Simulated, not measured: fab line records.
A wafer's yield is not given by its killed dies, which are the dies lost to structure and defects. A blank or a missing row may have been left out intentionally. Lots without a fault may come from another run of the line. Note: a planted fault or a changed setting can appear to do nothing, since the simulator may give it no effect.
fab line records	flow sky130
record: lots: 12	wafers: 36	lastDay: 50
route steps=708 shown FIELD_ISO@15 VT_ADJUST_LVTN@104 VT_ADJUST_HVTR@140 LOCAL_INTERCONNECT@388
lots untouched by any fault: they come from a run of this same line in which no faults occurred
startH: hours from the record's first day to the start of the lot's first wafer shown	waitH: hours since the lot's step before	" same as the row above	L1.1+2: one row covering several wafers at once	- no value, or no start was given	* or withheld: withheld	< > ~ a bound
route shown NAME@n: names a module that has steps shown in the file, with the first one's number in the route	usual: mean/standard deviation taken from wafers without a fault	same: alike in all rows	chamber/n: place in a boat	sites: per-site readings	_std_site: their standard deviation	_edge_site: mean of outer sites minus mean of inner sites	radiusMm: how far each site lies from the wafer's centre	mask NAME#n: copy n	behind: tool/chamber where the wafer was last shaped	hold: why the lot was held/for how many hours/how that ended	device: transistor that didn't switch, given as n, p or np	end of line: the route-end tests of the same wafers	a step with no rows: only its recipe	killed: dies lost to structure and defects at the first sort, not the wafer's yield	map: a wafer's dies, x killed, . not, _ none there
set.NAME: the setting the step ran with; set.NAME@STEP: the setting that earlier step ran with	model.NAME: the simulator's own value behind a step, which no gauge read
steps of the route over a sample of lots; a table a step, a row a wafer
services: when a tool's chamber went out of use (startH, in hours from the record's first day, below 0 if earlier), for how many hours, and the reason
== steps ==
step: SKY_FIELD_ISO_ETCH_14
recipe: chemistry: N2/H2	target: BARC	ionEnergyEv: 200	sourceW: 500	biasW: 100	pressureMtorr: 30	n2FlowSccm: 100	h2FlowSccm: 200	stopOn: SiO2	timeS: 45.9	targetDepthA: 600
usual: drypumpMotorCurrentA: 5.8/0.44	oesProductAu: 0.855/0.0047	throttleValvePct: 13.225/0.0088
lot.wafer	tool	chamber	startH	waitH	drypumpMotorCurrentA	oesProductAu	rfHoursCounterH	throttleValvePct
L101.3	rieDiel-03	2	39.94	0.1	5.0	0.850	36	13.219
L101.4	"	1	"	"	5.3	0.850	141	13.214
L101.6	"	3	"	"	5.8	0.854	-	13.224
L103.1	rieDiel-03	3	50.34	0.1	5.8	0.856	98	13.232
L103.2	"	2	"	"	5.0	0.849	36	13.225
L103.4	"	1	"	"	5.3	0.851	142	13.217
L104.2	rieDiel-01	3	58.63	0.1	6.7	0.851	119	13.210
L104.3	"	0	"	"	6.1	0.858	29	13.240
L104.6	"	3	"	"	6.7	0.849	-	13.212
L105.3	rieDiel-04	2	60.14	0.1	5.7	0.854	50	13.213
L105.4	"	0	"	"	6.1	0.852	109	13.251
L105.5	"	0	"	"	6.1	0.851	-	13.229
L106.1	rieDiel-04	3	66.39	0.1	5.6	0.865	34	13.239
L106.2	"	2	"	"	5.7	0.859	50	13.227
L106.6	"	2	"	"	5.8	0.857	-	13.235
L107.1	rieDiel-04	1	73.36	0.1	6.4	0.856	101	13.206
L107.3	"	2	"	"	5.7	0.852	50	13.225
L107.6	"	1	"	"	6.4	0.858	-	13.233
L114.2	rieDiel-03	1	110.71	0.1	5.3	0.856	142	13.228
L114.4	"	3	"	"	5.8	0.851	99	13.233
L114.6	"	2	"	"	5.0	0.862	-	13.223
L115.1	rieDiel-01	2	118.41	0.1	6.1	0.852	99	13.226
L115.5	"	2	"	"	6.1	0.852	-	13.225
L115.6	"	1	"	"	5.7	0.853	-	13.231
L117.1	rieDiel-03	1	128.06	0.1	5.3	0.854	143	13.224
L117.3	"	0	"	"	5.8	0.862	11	13.224
L117.4	"	2	"	"	5.0	0.860	38	13.222
L119.1	rieDiel-04	1	131.27	0.1	6.5	0.857	103	13.234
L119.4	"	3	"	"	5.6	0.850	35	13.221
L119.6	"	0	"	"	6.1	0.858	-	13.232
L120.1	rieDiel-01	1	153.14	0.1	5.7	0.853	33	13.232
L120.4	"	2	"	"	6.1	0.855	99	13.219
L120.5	"	0	"	"	6.1	0.854	-	13.229
L121.3	rieDiel-01	0	154.71	0.1	6.1	0.842	31	13.220
L121.4	"	1	"	"	5.7	0.860	33	13.226
L121.5	"	1	"	"	5.7	0.857	-	13.233
step: SKY_VT_ADJUST_LVTN_OVL_MEAS_07
usual: VT_ADJUST_LVTN_OVL: -0.2/1.4
lot.wafer	tool	chamber	startH	waitH	VT_ADJUST_LVTN_OVL[nm]
L101.3	overlay-02	-	157.15	-	0.0
L101.4	"	-	"	"	-0.7
L101.6	"	-	"	"	1.5
L103.1	overlay-02	-	165.47	-	0.5
L103.2	"	-	"	"	1.0
L103.4	"	-	"	"	2.1
L104.2	overlay-01	-	175.18	-	-0.3
L104.3	"	-	"	"	1.0
L104.6	"	-	"	"	0.9
L105.3	overlay-01	-	177.85	-	-0.6
L105.4	"	-	"	"	-0.7
L105.5	"	-	"	"	-1.2
L106.1	overlay-02	-	186.99	-	0.4
L106.2	"	-	"	"	1.0
L106.6	"	-	"	"	1.7
L107.1	overlay-02	-	195.42	-	-0.2
L107.3	"	-	"	"	1.2
L107.6	"	-	"	"	-1.2
L114.2	overlay-02	-	239.33	-	-1.5
L114.4	"	-	"	"	-1.0
L114.6	"	-	"	"	-0.6
L115.1	overlay-02	-	253.92	-	-1.7
L115.5	"	-	"	"	-2.0
L115.6	"	-	"	"	-1.3
L117.1	overlay-02	-	266.97	-	1.2
L117.3	"	-	"	"	2.8
L117.4	"	-	"	"	-0.1
L119.1	overlay-02	-	268.76	-	1.3
L119.4	"	-	"	"	0.8
L119.6	"	-	"	"	3.3
L120.1	overlay-02	-	294.73	-	1.0
L120.4	"	-	"	"	-0.7
L120.5	"	-	"	"	-0.6
L121.3	overlay-01	-	302.69	-	1.0
L121.4	"	-	"	"	1.2
L121.5	"	-	"	"	-0.7
step: SKY_VT_ADJUST_HVTR_IMPLANT_09
recipe: species: B	energyKev: 10	doseCm2: 2.1e+12	tiltDeg: withheld
usual: doseIonsCm2: 2.0995e+12/2.2e+09	faradayCurrentUA: 11.81/0.23
same: implantIonAmu: 11
lot.wafer	tool	chamber	startH	waitH	doseIonsCm2	faradayCurrentUA
L101.3	implanter-01	0	220.66	0.1	2.098e+12	11.67
L101.4	"	0	"	"	2.1011e+12	11.85
L101.6	"	0	"	"	2.0984e+12	11.82
L103.1	implanter-03	0	229.43	0.0	2.1035e+12	11.83
L103.2	"	0	"	"	2.1016e+12	12.06
L103.4	"	0	"	"	2.102e+12	11.78
L104.2	implanter-03	0	240.13	0.0	2.1025e+12	11.99
L104.3	"	0	"	"	2.1032e+12	12.17
L104.6	"	0	"	"	2.1018e+12	11.80
L105.3	implanter-01	0	243.16	0.1	2.1006e+12	11.57
L105.4	"	0	"	"	2.0979e+12	12.22
L105.5	"	0	"	"	2.098e+12	11.69
L106.1	implanter-03	0	255.19	0.0	2.1032e+12	11.90
L106.2	"	0	"	"	2.0967e+12	11.59
L106.6	"	0	"	"	2.1024e+12	11.79
L107.1	implanter-04	0	262.89	0.0	2.0992e+12	11.43
L107.3	"	0	"	"	2.0974e+12	12.09
L107.6	"	0	"	"	2.0968e+12	11.89
L114.2	implanter-01	0	311.42	0.0	2.087e+11	1.13
L114.4	"	0	"	"	2.132e+11	1.22
L114.6	"	0	"	"	2.127e+11	1.17
L115.1	implanter-01	0	326.41	0.0	2.086e+11	1.13
L115.5	"	0	"	"	2.056e+11	1.19
L115.6	"	0	"	"	2.043e+11	1.17
L117.1	implanter-04	0	343.78	0.0	2.0982e+12	11.68
L117.3	"	0	"	"	2.0995e+12	11.75
L117.4	"	0	"	"	2.1009e+12	12.11
L119.1	implanter-04	0	345.06	0.0	2.0971e+12	12.02
L119.4	"	0	"	"	2.0975e+12	11.94
L119.6	"	0	"	"	2.0955e+12	11.83
L120.1	implanter-04	0	373.94	0.0	2.0961e+12	12.09
L120.4	"	0	"	"	2.0998e+12	11.80
L120.5	"	0	"	"	2.0973e+12	11.87
L121.3	implanter-03	0	383.16	0.1	2.1022e+12	11.41
L121.4	"	0	"	"	2.101e+12	11.52
L121.5	"	0	"	"	2.1057e+12	11.46
step: SKY_VT_ADJUST_HVTR_TW_MEAS_11
usual: VT_ADJUST_HVTR_TW: 210.9/1.1
lot.wafer	tool	chamber	startH	waitH	VT_ADJUST_HVTR_TW
L101.3	filmMetro-01	-	220.88	0.1	210.0
L101.4	"	-	"	"	210.0
L101.6	"	-	"	"	210.4
L103.1	filmMetro-01	-	229.68	0.1	209.6
L103.2	"	-	"	"	209.9
L103.4	"	-	"	"	210.4
L104.2	filmMetro-03	-	240.37	0.1	211.2
L104.3	"	-	"	"	211.6
L104.6	"	-	"	"	211.2
L105.3	filmMetro-03	-	243.38	0.1	212.0
L105.4	"	-	"	"	211.3
L105.5	"	-	"	"	212.0
L106.1	filmMetro-01	-	255.44	0.1	211.9
L106.2	"	-	"	"	210.8
L106.6	"	-	"	"	210.9
L107.1	filmMetro-04	-	263.14	0.1	211.2
L107.3	"	-	"	"	211.0
L107.6	"	-	"	"	211.1
L114.2	filmMetro-01	-	311.65	0.1	113.8
L114.4	"	-	"	"	113.0
L114.6	"	-	"	"	114.2
L115.1	filmMetro-03	-	326.66	0.1	115.0
L115.5	"	-	"	"	114.7
L115.6	"	-	"	"	115.0
L117.1	filmMetro-01	-	344.03	0.1	209.6
L117.3	"	-	"	"	211.5
L117.4	"	-	"	"	210.3
L119.1	filmMetro-03	-	345.31	0.1	209.6
L119.4	"	-	"	"	209.8
L119.6	"	-	"	"	210.8
L120.1	filmMetro-04	-	374.19	0.1	212.6
L120.4	"	-	"	"	212.9
L120.5	"	-	"	"	212.5
L121.3	filmMetro-03	-	383.38	0.1	211.5
L121.4	"	-	"	"	211.8
L121.5	"	-	"	"	212.1
step: SKY_LOCAL_INTERCONNECT_RS_MEAS_01
recipe: thkMeasGauge: four-point-probe	reads: TiN_of_LOCAL_INTERCONNECT_SPUTTER_00
usual: LOCAL_INTERCONNECT_TIN_RS: 14.38/0.13
lot.wafer	tool	chamber	startH	waitH	LOCAL_INTERCONNECT_TIN_RS[ohm/sq]
L101.3	filmMetro-02	-	692.77	0.1	14.15
L101.4	"	-	"	"	14.24
L101.6	"	-	"	"	14.13
L103.1	filmMetro-04	-	707.87	0.0	14.01
L103.2	"	-	"	"	14.06
L103.4	"	-	"	"	14.08
L104.2	filmMetro-02	-	712.89	0.1	14.19
L104.3	"	-	"	"	14.08
L104.6	"	-	"	"	14.20
L105.3	filmMetro-02	-	720.10	0.1	14.37
L105.4	"	-	"	"	14.41
L105.5	"	-	"	"	14.34
L106.1	filmMetro-03	-	728.28	0.0	14.38
L106.2	"	-	"	"	14.41
L106.6	"	-	"	"	14.36
L107.1	filmMetro-04	-	739.81	0.0	14.29
L107.3	"	-	"	"	14.40
L107.6	"	-	"	"	14.35
L114.2	filmMetro-03	-	798.00	0.1	14.63
L114.4	"	-	"	"	14.48
L114.6	"	-	"	"	14.55
L115.1	filmMetro-03	-	814.31	0.0	14.42
L115.5	"	-	"	"	14.56
L115.6	"	-	"	"	14.49
L117.1	filmMetro-04	-	825.41	0.0	14.36
L117.3	"	-	"	"	14.48
L117.4	"	-	"	"	14.61
L119.1	filmMetro-04	-	828.23	0.0	14.35
L119.4	"	-	"	"	14.42
L119.6	"	-	"	"	14.37
L120.1	filmMetro-04	-	855.62	0.0	14.36
L120.4	"	-	"	"	14.43
L120.5	"	-	"	"	14.52
L121.3	filmMetro-04	-	865.13	0.1	14.44
L121.4	"	-	"	"	14.40
L121.5	"	-	"	"	14.34
== services ==
tool	chamber	startH	hours	kind
rieDiel-04	1	27.85	1.9	repair
rieDiel-04	-	31.46	0.6	repair
rieDiel-01	0	33.48	13.7	repair
rieDiel-03	1	66.27	12.8	repair
implanter-03	-	100.15	3.2	pm
rieDiel-04	3	101.83	11.9	repair
implanter-04	-	130.86	0.6	repair
implanter-04	-	137.60	2.5	pm
implanter-03	-	162.18	0.6	repair
rieDiel-03	1	176.19	2.6	repair
implanter-03	-	179.08	0.5	repair
rieDiel-01	-	191.96	4.3	pm
rieDiel-01	-	206.37	0.2	repair
rieDiel-04	-	209.87	1.1	repair
implanter-04	-	226.71	21.7	pm
rieDiel-01	3	228.37	2.5	repair
rieDiel-01	-	267.88	2.5	repair
rieDiel-04	2	279.90	18.6	repair
implanter-01	-	288.91	3.0	repair
rieDiel-01	-	293.11	1.0	repair
implanter-04	-	293.11	2.5	pm
rieDiel-03	1	314.97	6.3	repair
implanter-04	-	324.23	2.2	repair
rieDiel-03	3	329.16	5.2	repair
== key ==
firstSign: step: SKY_VT_ADJUST_HVTR_IMPLANT_09	reading: doseIonsCm2	direction: down	sigmas: 99+	usual: *	struck: *
effect: step: SKY_VT_ADJUST_HVTR_IMPLANT_09	reading: faradayCurrentUA	direction: down	sigmas: 45	usual: 11.81	struck: 1.17
effect: step: SKY_VT_ADJUST_HVTR_TW_MEAS_11	reading: VT_ADJUST_HVTR_TW	direction: down	sigmas: 86	usual: 210.9	struck: 114.3
metAt SKY_VT_ADJUST_HVTR_IMPLANT_09
struckLots L114,L115
testerLeftOut L114,L115
notActingAt SKY_FIELD_ISO_ETCH_14,SKY_VT_ADJUST_LVTN_OVL_MEAS_07,SKY_LOCAL_INTERCONNECT_RS_MEAS_01
onsetBetween 243.16 311.42
fault: kind: processParameterDrift	tool: implanter-01	chamber: -	onsetH: 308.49	steps: SKY_VT_ADJUST_HVTR_IMPLANT_09	channel: doseCm2	offset: *	shape: step	endH: 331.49	actsIn: *	stated: *
testerLeftOut: of these lots the tester's yield and bins aren't shown, on N5 and GAA mostly nor the transistor test; their killed dies are dies lost to structure and defects alone, not to doping, threshold or leakage, so they don't give the yield
